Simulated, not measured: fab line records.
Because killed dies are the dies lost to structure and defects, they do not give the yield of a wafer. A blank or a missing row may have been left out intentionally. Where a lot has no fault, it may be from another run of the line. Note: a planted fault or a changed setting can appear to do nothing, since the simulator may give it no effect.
Comparing a struck lot with a sound one :: flow sfqLine :: 19 steps out of a route of 325
Sound: wafers L464.3, L464.4, L464.5. Struck: wafer L469.2 (left out: L469.1, L469.3 of the same lot, which were not struck); the cause appears at the end.
Per side, at each step with rows, come the tool, then ch with its chambers, and then its first start. Under that, the readings that differ: sound wafers :: struck wafers :: difference of the means :: sigmas: that difference in standard deviations of wafers without a fault.
alike: words and numbers the same on both sides, and readings whose means are apart by under 2 such deviations; not compared: readings that were withheld, readings missing a value for some wafer, numbers with overlapping values and no deviation given by the record, and bounds like >300 which may hide the same value.
A row with sigmas, a row that says differs or no value, or rows on one side alone: a step with any of these is where the two part. Non-overlapping numbers with no deviation appear without sigmas and do not part them. A reading missing from all wafers of one side parts the sides only when that side holds two or more wafers.

first, 4 steps without rows for these wafers: SFQ_TRILAYER_L0_LITHO_SOFTBAKE_009; SFQ_TRILAYER_L0_LITHO_EXPOSE_006 (exposes mask L0, target cd 2000 nm); SFQ_TRILAYER_L0_LITHO_PEB_008 (peb time 60 s); SFQ_TRILAYER_L0_LITHO_DEVELOP_007 (time 60 s).
SFQ_TRILAYER_L0_BARC_OPEN_METAL_ETCH_010: etches BARC in O2, target depth 125 nm, time 41.7 s.
  sound on rieMetal-02 ch 0,1, day 2 21:38; struck on rieMetal-01 ch 1, day 3 22:49
reading: rfHoursCounterH (h)
sound: - - -
struck: 128
difference: no value on the sound wafers
sigmas: 
  alike: drypumpMotorCurrentA, oesProductAu, rfFwdPowerW
SFQ_TRILAYER_L0_ETCH_METAL_ETCH_008: etches MoNx KI in SF6/O2, stops on SiO2, target depth 50 nm, time 25 s.
  sound on rieMetal-02 ch 0,1, day 2 21:41; struck on rieMetal-01 ch 1, day 3 22:53
reading: rfHoursCounterH (h)
sound: - - -
struck: 128
difference: no value on the sound wafers
sigmas: 
  alike: drypumpMotorCurrentA, oesProductAu, rfFwdPowerW
SFQ_TRILAYER_L0_STRIP_STRIP_009: strips in O2.
  sound on rieMetal-02 ch 0,1, day 2 21:55; struck on rieMetal-01 ch 1, day 3 22:55
reading: rfHoursCounterH (h)
sound: - - -
struck: 128
difference: no value on the sound wafers
sigmas: 
  alike: drypumpMotorCurrentA, oesProductAu
then, 1 step without rows for these wafers: SFQ_TRILAYER_L0_STRIP_SOLV_CLEAN_010 (cleans in NMP, time 600 s).
SFQ_TRILAYER_L0_CAP_PECVD_011: deposits SiO2 from SiH4/N2O, time 13.333 s, target thk 60 nm.
  sound on pecvd-02 ch 1,2, day 2 22:30; struck on pecvd-03 ch 2, day 3 23:42
reading: heaterPowerW (W)
sound: 87 87 74
struck: 52
difference: -31
sigmas: -2

reading: throttleValvePct (%)
sound: 24.2 24.1 24.6
struck: 26.5
difference: +2.2
sigmas: +2
  alike: rfFwdPowerW
then, 3 steps without rows for these wafers: SFQ_TRILAYER_L0_VIA_LITHO_COAT_018 (resist thk 62 nm); SFQ_TRILAYER_L0_VIA_LITHO_COAT_013 (resist thk 650 nm); SFQ_TRILAYER_L0_VIA_LITHO_SOFTBAKE_017.
-- the record jumps here: 3 days lie between the struck wafers' starts before and after --
SFQ_TRILAYER_L0_VIA_LITHO_EXPOSE_014: exposes mask L0V, target cd 700 nm.
  sound on krfScanner-01 ch 0, day 5 17:13; struck on krfScanner-01 ch 0, day 7 04:21
  alike: mask
then, 2 steps without rows for these wafers: SFQ_TRILAYER_L0_VIA_LITHO_PEB_016 (peb time 60 s); SFQ_TRILAYER_L0_VIA_LITHO_DEVELOP_015 (time 60 s).
SFQ_L0V_OVL_MEAS_903:
  sound on overlay-02, day 5 18:20; struck on overlay-01, day 7 05:51
  alike: L0V_OVL
SFQ_TRILAYER_L0_VIA_BARC_OPEN_VIA_ETCH_021: etches BARC in O2, target depth 125 nm, time 41.7 s.
  sound on rieDiel-03 ch 0,1, day 5 18:22; struck on rieDiel-02 ch 1, day 7 05:53
reading: oesProductAu (a.u.)
sound: 0.690 0.688 0.685
struck: 0.677
difference: -0.011
sigmas: -2

reading: model.L0V.cdNm (nm)
sound: 699.3 700.3 700.7
struck: 750.2
difference: +50.1
sigmas: 
  alike: drypumpMotorCurrentA, rfFwdPowerW
  not compared: rfHoursCounterH
SFQ_TRILAYER_L0_VIA_ETCH_VIA_ETCH_016: etches SiO2 in CHF3, stops on MoNx KI, target depth 80 nm.
  sound on rieDiel-03 ch 0,1, day 5 18:24; struck on rieDiel-02 ch 1, day 7 05:55
reading: model.L0V.cdNm (nm)
sound: 699.2 700.3 700.3
struck: 750.6
difference: +50.7
sigmas: 
  alike: drypumpMotorCurrentA, oesProductAu, rfFwdPowerW
SFQ_TRILAYER_L0_VIA_STRIP_STRIP_017: strips in O2.
  sound on rieMetal-01 ch 0,1, day 5 18:38; struck on rieMetal-01 ch 1, day 7 05:58
reading: rfHoursCounterH (h)
sound: - - -
struck: 141
difference: no value on the sound wafers
sigmas: 
  alike: drypumpMotorCurrentA, oesProductAu

== WHERE THEY PART ==
At SFQ_TRILAYER_L0_BARC_OPEN_METAL_ETCH_010 first; at SFQ_TRILAYER_L0_VIA_STRIP_STRIP_017 last (within this record only).

WHY: what had been put in by the simulator
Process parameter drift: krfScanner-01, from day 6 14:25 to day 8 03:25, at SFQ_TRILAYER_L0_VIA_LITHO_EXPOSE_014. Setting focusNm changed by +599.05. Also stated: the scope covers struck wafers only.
